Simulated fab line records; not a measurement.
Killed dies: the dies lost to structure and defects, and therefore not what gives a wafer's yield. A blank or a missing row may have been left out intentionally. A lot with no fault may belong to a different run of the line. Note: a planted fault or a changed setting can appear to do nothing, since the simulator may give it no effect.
fab line records :: flow sky130
[record]
  lots = 6
  wafers = 18
  last_day = 51
route steps=708 shown CAPM@548 METAL3@555
lots that met no fault: taken from a fault-free run of the same line
start_h: hours from the record's opening day to when the first of the lot's shown wafers began :: wait_h: hours elapsed since this lot's preceding step :: " identical to the entry in the row above :: L1.1+2: a single row standing in for several wafers :: - no value, or no start was given :: * or withheld: withheld :: < > ~ a bound
route shown NAME@n: names a module that has steps shown in the file, with the first one's number in the route :: usual: mean and standard deviation over wafers with no fault :: same: alike in all rows :: chamber/n: place in a boat :: sites: the reading at each site :: _std_site: standard deviation of those values :: _edge_site: the outer-site mean with the inner-site mean subtracted :: radius_mm: for every site, how far away it sits from the centre of the wafer :: mask NAME#n: copy n :: behind: the tool/chamber that last shaped the wafer :: hold: the reason the lot was held/the length of the hold in hours/how it ended :: device: the transistor (n, p or np) that didn't switch :: end of line: the same wafers' tests at the end of the route :: a step given without rows: its recipe and nothing more :: killed: count of dies lost to structure and defects at first sort (not the wafer's yield) :: map: dies across one wafer; x = killed, . = not, _ = none there
set.NAME: the setting the step ran with; set.NAME@STEP: the setting that earlier step ran with :: model.NAME: the simulator's own value behind a step, which no gauge read
a table for each step, a row for each wafer; lots at some steps of the route
services: from which hour (start_h, from the record's first day; less than 0 if before it) a tool's chamber was out of use, for how many hours, and why
[[steps]]
[step SKY_CAPM_DEVELOP_11]
[recipe]
  resist = NOVOLAK
  developer = TMAH
  develop_time_s = 60
  dev_temp_c = 23
[step SKY_CAPM_OVL_MEAS_12]
[usual]
  CAPM_OVL = 0.2/1.4
lot.wafer: L238.1
tool: overlay-02
chamber: -
start_h: 956.11
wait_h: 0.1
CAPM_OVL[nm]: 2.8

lot.wafer: L238.4
tool: overlay-02
chamber: -
start_h: 956.11
wait_h: 0.1
CAPM_OVL[nm]: 2.3

lot.wafer: L238.5
tool: overlay-02
chamber: -
start_h: 956.11
wait_h: 0.1
CAPM_OVL[nm]: 0.6

lot.wafer: L242.1
tool: overlay-02
chamber: -
start_h: 982.85
wait_h: 0.1
CAPM_OVL[nm]: 2.5

lot.wafer: L242.3
tool: overlay-02
chamber: -
start_h: 982.85
wait_h: 0.1
CAPM_OVL[nm]: 0.4

lot.wafer: L242.5
tool: overlay-02
chamber: -
start_h: 982.85
wait_h: 0.1
CAPM_OVL[nm]: -0.2

lot.wafer: L252.1
tool: overlay-02
chamber: -
start_h: 1042.55
wait_h: 0.1
CAPM_OVL[nm]: 0.5

lot.wafer: L252.5
tool: overlay-02
chamber: -
start_h: 1042.55
wait_h: 0.1
CAPM_OVL[nm]: 1.0

lot.wafer: L252.6
tool: overlay-02
chamber: -
start_h: 1042.55
wait_h: 0.1
CAPM_OVL[nm]: 0.7

lot.wafer: L253.3
tool: overlay-01
chamber: -
start_h: 1047.77
wait_h: 0.1
CAPM_OVL[nm]: -0.5

lot.wafer: L253.4
tool: overlay-01
chamber: -
start_h: 1047.77
wait_h: 0.1
CAPM_OVL[nm]: 0.8

lot.wafer: L253.5
tool: overlay-01
chamber: -
start_h: 1047.77
wait_h: 0.1
CAPM_OVL[nm]: 1.4

lot.wafer: L255.1
tool: overlay-01
chamber: -
start_h: 1062.74
wait_h: 0.1
CAPM_OVL[nm]: 1.4

lot.wafer: L255.4
tool: overlay-01
chamber: -
start_h: 1062.74
wait_h: 0.1
CAPM_OVL[nm]: 0.1

lot.wafer: L255.5
tool: overlay-01
chamber: -
start_h: 1062.74
wait_h: 0.1
CAPM_OVL[nm]: 1.0

lot.wafer: L256.4
tool: overlay-02
chamber: -
start_h: 1067.00
wait_h: 0.1
CAPM_OVL[nm]: -0.3

lot.wafer: L256.5
tool: overlay-02
chamber: -
start_h: 1067.00
wait_h: 0.1
CAPM_OVL[nm]: 1.8

lot.wafer: L256.6
tool: overlay-02
chamber: -
start_h: 1067.00
wait_h: 0.1
CAPM_OVL[nm]: -0.7
[step SKY_CAPM_METAL_ETCH_13]
[recipe]
  target_depth_nm = 220
  stop_on = SiO2
  chemistry = Cl2/BCl3
  target = TiN
  pressure_mtorr = 10
  icp_w = 900
  bias_w = 48.5
  Cl2_flow_sccm = 60
  bcl3_flow_sccm = 30
  time_s = 62.9
[usual]
  bcl3_flow_sccm = 30.00/0.088
  drypump_motor_current_A = 5.7/0.49
  mfc_cl2_sccm = 60.00/0.16
  oes_product_au = 0.958/0.0087
  throttle_valve_pct = 21.892/0.0094
lot.wafer: L238.1
tool: rie_metal-02
chamber: 0
start_h: 956.14
wait_h: 0.0
bcl3_flow_sccm: 30.07
drypump_motor_current_A: 5.3
mfc_cl2_sccm: 60.11
oes_product_au: 0.941
rf_hours_counter_h: 6
throttle_valve_pct: 21.899

lot.wafer: L238.4
tool: rie_metal-02
chamber: 0
start_h: 956.14
wait_h: 0.0
bcl3_flow_sccm: 30.07
drypump_motor_current_A: 5.3
mfc_cl2_sccm: 60.33
oes_product_au: 0.949
rf_hours_counter_h: -
throttle_valve_pct: 21.889

lot.wafer: L238.5
tool: rie_metal-02
chamber: 0
start_h: 956.14
wait_h: 0.0
bcl3_flow_sccm: 30.10
drypump_motor_current_A: 5.3
mfc_cl2_sccm: 60.05
oes_product_au: 0.947
rf_hours_counter_h: -
throttle_valve_pct: 21.901

lot.wafer: L242.1
tool: rie_metal-01
chamber: 1
start_h: 982.89
wait_h: 0.0
bcl3_flow_sccm: 30.02
drypump_motor_current_A: 5.1
mfc_cl2_sccm: 59.52
oes_product_au: 0.958
rf_hours_counter_h: 21
throttle_valve_pct: 21.874

lot.wafer: L242.3
tool: rie_metal-01
chamber: 0
start_h: 982.89
wait_h: 0.0
bcl3_flow_sccm: 30.09
drypump_motor_current_A: 5.8
mfc_cl2_sccm: 60.37
oes_product_au: 0.965
rf_hours_counter_h: -
throttle_valve_pct: 21.874

lot.wafer: L242.5
tool: rie_metal-01
chamber: 1
start_h: 982.89
wait_h: 0.0
bcl3_flow_sccm: 29.88
drypump_motor_current_A: 5.1
mfc_cl2_sccm: 60.10
oes_product_au: 0.972
rf_hours_counter_h: -
throttle_valve_pct: 21.886

lot.wafer: L252.1
tool: rie_metal-03
chamber: 0
start_h: 1042.59
wait_h: 0.0
bcl3_flow_sccm: 30.04
drypump_motor_current_A: 5.5
mfc_cl2_sccm: 59.91
oes_product_au: 0.959
rf_hours_counter_h: 16
throttle_valve_pct: 21.917

lot.wafer: L252.5
tool: rie_metal-03
chamber: 0
start_h: 1042.59
wait_h: 0.0
bcl3_flow_sccm: 30.01
drypump_motor_current_A: 5.5
mfc_cl2_sccm: 59.97
oes_product_au: 0.963
rf_hours_counter_h: -
throttle_valve_pct: 21.882

lot.wafer: L252.6
tool: rie_metal-03
chamber: 1
start_h: 1042.59
wait_h: 0.0
bcl3_flow_sccm: 30.03
drypump_motor_current_A: 6.3
mfc_cl2_sccm: 59.74
oes_product_au: 0.942
rf_hours_counter_h: -
throttle_valve_pct: 21.903

lot.wafer: L253.3
tool: rie_metal-03
chamber: 1
start_h: 1047.83
wait_h: 0.1
bcl3_flow_sccm: 29.97
drypump_motor_current_A: 6.3
mfc_cl2_sccm: 59.88
oes_product_au: 0.934
rf_hours_counter_h: -
throttle_valve_pct: 21.906

lot.wafer: L253.4
tool: rie_metal-03
chamber: 0
start_h: 1047.83
wait_h: 0.1
bcl3_flow_sccm: 29.88
drypump_motor_current_A: 5.5
mfc_cl2_sccm: 60.07
oes_product_au: 0.949
rf_hours_counter_h: -
throttle_valve_pct: 21.890

lot.wafer: L253.5
tool: rie_metal-03
chamber: 0
start_h: 1047.83
wait_h: 0.1
bcl3_flow_sccm: 29.80
drypump_motor_current_A: 5.5
mfc_cl2_sccm: 59.95
oes_product_au: 0.942
rf_hours_counter_h: -
throttle_valve_pct: 21.912

lot.wafer: L255.1
tool: rie_metal-02
chamber: 0
start_h: 1062.77
wait_h: 0.0
bcl3_flow_sccm: 30.03
drypump_motor_current_A: 5.4
mfc_cl2_sccm: 60.28
oes_product_au: 0.958
rf_hours_counter_h: 12
throttle_valve_pct: 21.897

lot.wafer: L255.4
tool: rie_metal-02
chamber: 1
start_h: 1062.77
wait_h: 0.0
bcl3_flow_sccm: 29.97
drypump_motor_current_A: 6.3
mfc_cl2_sccm: 60.01
oes_product_au: 0.959
rf_hours_counter_h: -
throttle_valve_pct: 21.890

lot.wafer: L255.5
tool: rie_metal-02
chamber: 1
start_h: 1062.77
wait_h: 0.0
bcl3_flow_sccm: 30.07
drypump_motor_current_A: 6.3
mfc_cl2_sccm: 59.85
oes_product_au: 0.963
rf_hours_counter_h: -
throttle_valve_pct: 21.901

lot.wafer: L256.4
tool: rie_metal-02
chamber: 0
start_h: 1067.05
wait_h: 0.0
bcl3_flow_sccm: 29.94
drypump_motor_current_A: 5.4
mfc_cl2_sccm: 60.02
oes_product_au: 0.973
rf_hours_counter_h: -
throttle_valve_pct: 21.891

lot.wafer: L256.5
tool: rie_metal-02
chamber: 1
start_h: 1067.05
wait_h: 0.0
bcl3_flow_sccm: 29.97
drypump_motor_current_A: 6.3
mfc_cl2_sccm: 59.87
oes_product_au: 0.966
rf_hours_counter_h: -
throttle_valve_pct: 21.886

lot.wafer: L256.6
tool: rie_metal-02
chamber: 0
start_h: 1067.05
wait_h: 0.0
bcl3_flow_sccm: 30.06
drypump_motor_current_A: 5.4
mfc_cl2_sccm: 60.08
oes_product_au: 0.978
rf_hours_counter_h: -
throttle_valve_pct: 21.884
[step SKY_CAPM_STRIP_14]
[recipe]
  chemistry = O2/N2
  power_w = 1400
  pressure_mtorr = 1500
  platen_temp_c = withheld
  o2_flow_sccm = 3000
  n2_flow_sccm = 300
  overash_fraction = 0.5
[usual]
  drypump_motor_current_A = 5.8/0.68
  oes_product_au = 0.710/0.0041
  strip_time_to_endpoint_s = 12.65/0.051
[same]
  overash_fraction = 0.5
lot.wafer: L238.1
tool: plasma_asher-02
chamber: 0
start_h: 956.22
wait_h: 0.1
drypump_motor_current_A: 4.8
oes_product_au: 0.705
rf_hours_counter_h: 82
strip_time_to_endpoint_s: 12.70

lot.wafer: L238.4
tool: plasma_asher-02
chamber: 0
start_h: 956.22
wait_h: 0.1
drypump_motor_current_A: 4.8
oes_product_au: 0.714
rf_hours_counter_h: -
strip_time_to_endpoint_s: 12.69

lot.wafer: L238.5
tool: plasma_asher-02
chamber: 1
start_h: 956.22
wait_h: 0.1
drypump_motor_current_A: 6.6
oes_product_au: 0.709
rf_hours_counter_h: -
strip_time_to_endpoint_s: 12.65

lot.wafer: L242.1
tool: plasma_asher-02
chamber: 1
start_h: 982.96
wait_h: 0.1
drypump_motor_current_A: 6.7
oes_product_au: 0.713
rf_hours_counter_h: 86
strip_time_to_endpoint_s: 12.67

lot.wafer: L242.3
tool: plasma_asher-02
chamber: 0
start_h: 982.96
wait_h: 0.1
drypump_motor_current_A: 4.8
oes_product_au: 0.714
rf_hours_counter_h: -
strip_time_to_endpoint_s: 12.73

lot.wafer: L242.5
tool: plasma_asher-02
chamber: 0
start_h: 982.96
wait_h: 0.1
drypump_motor_current_A: 4.8
oes_product_au: 0.708
rf_hours_counter_h: -
strip_time_to_endpoint_s: 12.60

lot.wafer: L252.1
tool: plasma_asher-01
chamber: 1
start_h: 1042.69
wait_h: 0.1
drypump_motor_current_A: 6.6
oes_product_au: 0.714
rf_hours_counter_h: 28
strip_time_to_endpoint_s: 12.72

lot.wafer: L252.5
tool: plasma_asher-01
chamber: 0
start_h: 1042.69
wait_h: 0.1
drypump_motor_current_A: 5.8
oes_product_au: 0.710
rf_hours_counter_h: -
strip_time_to_endpoint_s: 12.66

lot.wafer: L252.6
tool: plasma_asher-01
chamber: 1
start_h: 1042.69
wait_h: 0.1
drypump_motor_current_A: 6.6
oes_product_au: 0.711
rf_hours_counter_h: -
strip_time_to_endpoint_s: 12.76

lot.wafer: L253.3
tool: plasma_asher-01
chamber: 1
start_h: 1047.93
wait_h: 0.1
drypump_motor_current_A: 6.6
oes_product_au: 0.703
rf_hours_counter_h: -
strip_time_to_endpoint_s: 12.72

lot.wafer: L253.4
tool: plasma_asher-01
chamber: 0
start_h: 1047.93
wait_h: 0.1
drypump_motor_current_A: 5.7
oes_product_au: 0.713
rf_hours_counter_h: -
strip_time_to_endpoint_s: 12.66

lot.wafer: L253.5
tool: plasma_asher-01
chamber: 0
start_h: 1047.93
wait_h: 0.1
drypump_motor_current_A: 5.8
oes_product_au: 0.709
rf_hours_counter_h: -
strip_time_to_endpoint_s: 12.69

lot.wafer: L255.1
tool: plasma_asher-02
chamber: 0
start_h: 1062.85
wait_h: 0.1
drypump_motor_current_A: 4.8
oes_product_au: 0.709
rf_hours_counter_h: 93
strip_time_to_endpoint_s: 12.63

lot.wafer: L255.4
tool: plasma_asher-02
chamber: 1
start_h: 1062.85
wait_h: 0.1
drypump_motor_current_A: 6.7
oes_product_au: 0.713
rf_hours_counter_h: -
strip_time_to_endpoint_s: 12.64

lot.wafer: L255.5
tool: plasma_asher-02
chamber: 0
start_h: 1062.85
wait_h: 0.1
drypump_motor_current_A: 4.8
oes_product_au: 0.704
rf_hours_counter_h: -
strip_time_to_endpoint_s: 12.65

lot.wafer: L256.4
tool: plasma_asher-02
chamber: 1
start_h: 1067.13
wait_h: 0.1
drypump_motor_current_A: 6.6
oes_product_au: 0.712
rf_hours_counter_h: -
strip_time_to_endpoint_s: 12.69

lot.wafer: L256.5
tool: plasma_asher-02
chamber: 1
start_h: 1067.13
wait_h: 0.1
drypump_motor_current_A: 6.6
oes_product_au: 0.702
rf_hours_counter_h: -
strip_time_to_endpoint_s: 12.65

lot.wafer: L256.6
tool: plasma_asher-02
chamber: 0
start_h: 1067.13
wait_h: 0.1
drypump_motor_current_A: 4.8
oes_product_au: 0.710
rf_hours_counter_h: -
strip_time_to_endpoint_s: 12.67
[step SKY_CAPM_STRIP_15]
[recipe]
  chemistry = post_etch_residue_remover
  time_s = 1200
  temp_c = 72.5
[step SKY_CAPM_CLEAN_16]
[recipe]
  chemistry = IPA
  time_s = 180
  temp_c = 25
[step SKY_CAPM_CLEAN_17]
[recipe]
  chemistry = O3/DIW
  dry = n2_spin
[step SKY_METAL3_DEHYDRATE_05]
[recipe]
  temp_c = 200
  time_s = 60
[step SKY_METAL3_HMDS_06]
[recipe]
  prime_time_s = 60
  prime_temp_c = 120
[step SKY_METAL3_COAT_07]
[recipe]
  resist = BARC
  temp_c = withheld
  time_s = withheld
  spin_rpm = 3000
  resist_thk_nm = 60
[step SKY_METAL3_COAT_08]
[recipe]
  resist = KrF-thick
  spin_rpm = 3000
  resist_thk_nm = 1140
[step SKY_METAL3_SOFTBAKE_09]
[recipe]
  temp_c = 100
  time_s = 90
  resist = KrF-thick
[step SKY_METAL3_EXPOSE_10]
[recipe]
  mask_id = MM3
  na = 0.68
  source_shape = annular
  sigma_inner = 0.4
  sigma_outer = 0.8
  target_cd_nm = 300
  dose_mj = 28
[usual]
  exposure_dose_mJ_cm2 = 28.03/0.16
  focus_offset_nm = 0.1/0.58
  reticle_temp_C = 22.99/0.11
lot.wafer: L238.1
tool: krf_scanner-01
chamber: 0
start_h: 969.05
wait_h: -
mask: MM3#0
exposure_dose_mJ_cm2: 27.92
focus_offset_nm: 0.3
reticle_temp_C: 22.95

lot.wafer: L238.4
tool: krf_scanner-01
chamber: 0
start_h: 969.05
wait_h: -
mask: MM3#0
exposure_dose_mJ_cm2: 27.94
focus_offset_nm: -0.2
reticle_temp_C: 22.99

lot.wafer: L238.5
tool: krf_scanner-01
chamber: 0
start_h: 969.05
wait_h: -
mask: MM3#0
exposure_dose_mJ_cm2: 27.89
focus_offset_nm: -0.4
reticle_temp_C: 22.93

lot.wafer: L242.1
tool: krf_scanner-02
chamber: 0
start_h: 996.25
wait_h: -
mask: MM3#0
exposure_dose_mJ_cm2: 28.19
focus_offset_nm: -0.9
reticle_temp_C: 23.00

lot.wafer: L242.3
tool: krf_scanner-02
chamber: 0
start_h: 996.25
wait_h: -
mask: MM3#0
exposure_dose_mJ_cm2: 28.21
focus_offset_nm: 0.6
reticle_temp_C: 22.97

lot.wafer: L242.5
tool: krf_scanner-02
chamber: 0
start_h: 996.25
wait_h: -
mask: MM3#0
exposure_dose_mJ_cm2: 28.24
focus_offset_nm: 0.2
reticle_temp_C: 23.11

lot.wafer: L252.1
tool: krf_scanner-02
chamber: -
start_h: 1055.43
wait_h: -
mask: MM3#0
exposure_dose_mJ_cm2: -
focus_offset_nm: -
reticle_temp_C: -

lot.wafer: L252.5
tool: krf_scanner-02
chamber: -
start_h: 1055.43
wait_h: -
mask: MM3#0
exposure_dose_mJ_cm2: -
focus_offset_nm: -
reticle_temp_C: -

lot.wafer: L252.6
tool: krf_scanner-02
chamber: -
start_h: 1055.43
wait_h: -
mask: MM3#0
exposure_dose_mJ_cm2: -
focus_offset_nm: -
reticle_temp_C: -

lot.wafer: L253.3
tool: krf_scanner-01
chamber: -
start_h: 1060.30
wait_h: -
mask: MM3#0
exposure_dose_mJ_cm2: -
focus_offset_nm: -
reticle_temp_C: -

lot.wafer: L253.4
tool: krf_scanner-01
chamber: -
start_h: 1060.30
wait_h: -
mask: MM3#0
exposure_dose_mJ_cm2: -
focus_offset_nm: -
reticle_temp_C: -

lot.wafer: L253.5
tool: krf_scanner-01
chamber: -
start_h: 1060.30
wait_h: -
mask: MM3#0
exposure_dose_mJ_cm2: -
focus_offset_nm: -
reticle_temp_C: -

lot.wafer: L255.1
tool: krf_scanner-02
chamber: 0
start_h: 1074.88
wait_h: -
mask: MM3#0
exposure_dose_mJ_cm2: 28.19
focus_offset_nm: 0.1
reticle_temp_C: 22.96

lot.wafer: L255.4
tool: krf_scanner-02
chamber: 0
start_h: 1074.88
wait_h: -
mask: MM3#0
exposure_dose_mJ_cm2: 28.18
focus_offset_nm: 0.7
reticle_temp_C: 22.91

lot.wafer: L255.5
tool: krf_scanner-02
chamber: 0
start_h: 1074.88
wait_h: -
mask: MM3#0
exposure_dose_mJ_cm2: 28.23
focus_offset_nm: 0.8
reticle_temp_C: 23.08

lot.wafer: L256.4
tool: krf_scanner-02
chamber: 0
start_h: 1080.05
wait_h: -
mask: MM3#0
exposure_dose_mJ_cm2: 28.25
focus_offset_nm: 0.1
reticle_temp_C: 23.17

lot.wafer: L256.5
tool: krf_scanner-02
chamber: 0
start_h: 1080.05
wait_h: -
mask: MM3#0
exposure_dose_mJ_cm2: 28.28
focus_offset_nm: 0.3
reticle_temp_C: 23.06

lot.wafer: L256.6
tool: krf_scanner-02
chamber: 0
start_h: 1080.05
wait_h: -
mask: MM3#0
exposure_dose_mJ_cm2: 28.28
focus_offset_nm: -0.2
reticle_temp_C: 23.05
[step SKY_METAL3_PEB_11]
[recipe]
  peb_temp_c = withheld
  peb_time_s = withheld
  resist = KrF-thick
[[services]]
tool: krf_scanner-02
chamber: -
start_h: 932.70
hours: 1.3
kind: repair

tool: rie_metal-03
chamber: 1
start_h: 933.95
hours: -
kind: clean

tool: rie_metal-03
chamber: 1
start_h: 933.95
hours: 16.7
kind: scheduled_down

tool: rie_metal-03
chamber: 1
start_h: 933.95
hours: 16.7
kind: vent_cycle

tool: plasma_asher-01
chamber: -
start_h: 948.24
hours: 6.2
kind: repair

tool: krf_scanner-01
chamber: -
start_h: 951.47
hours: 1.3
kind: pm

tool: plasma_asher-01
chamber: -
start_h: 954.40
hours: 28.1
kind: pm

tool: krf_scanner-02
chamber: 0
start_h: 976.21
hours: -
kind: calibration

tool: krf_scanner-02
chamber: -
start_h: 999.16
hours: 1.0
kind: pm

tool: rie_metal-01
chamber: -
start_h: 1006.51
hours: 2.8
kind: pm

tool: plasma_asher-01
chamber: -
start_h: 1012.46
hours: 2.9
kind: repair

tool: krf_scanner-01
chamber: 0
start_h: 1039.10
hours: -
kind: calibration

tool: plasma_asher-02
chamber: -
start_h: 1041.08
hours: 14.6
kind: pm

tool: rie_metal-01
chamber: 1
start_h: 1041.61
hours: -
kind: clean

tool: rie_metal-01
chamber: 1
start_h: 1041.61
hours: 19.9
kind: scheduled_down

tool: rie_metal-01
chamber: 1
start_h: 1041.61
hours: 19.9
kind: vent_cycle

tool: krf_scanner-02
chamber: -
start_h: 1042.14
hours: 0.8
kind: pm

tool: krf_scanner-02
chamber: -
start_h: 1044.61
hours: 0.8
kind: pm

tool: krf_scanner-01
chamber: -
start_h: 1052.55
hours: 0.8
kind: pm

tool: krf_scanner-01
chamber: -
start_h: 1060.43
hours: 1.0
kind: pm

tool: plasma_asher-02
chamber: -
start_h: 1071.60
hours: 11.2
kind: repair
[[key]]
[first_sign]
  step = SKY_METAL3_EXPOSE_10
  reading = tool_record
  direction = missing
effect none on later readings
met_at SKY_METAL3_EXPOSE_10
struck_wafers L252.1,L252.5,L252.6,L253.3,L253.4,L253.5
later_rows_left_out L252.1,L252.5,L252.6,L253.3,L253.4,L253.5
sort_left_out L252.1,L252.5,L252.6,L253.3,L253.4,L253.5
onset_between 996.25 1055.43
[fault]
  kind = skipped_step_whole
  tool = krf_scanner-01,krf_scanner-02
  chamber = -
  onset_h = 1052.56
  steps = SKY_METAL3_EXPOSE_10
  scope = struck_lots_only
// sort_left_out: the simulated sort isn't trusted on such a fault, so these wafers' sort isn't shown, and their yield isn't known
// later_rows_left_out: the simulator's readings of these wafers behind a module that went badly wrong aren't trusted and aren't shown, but for the sort
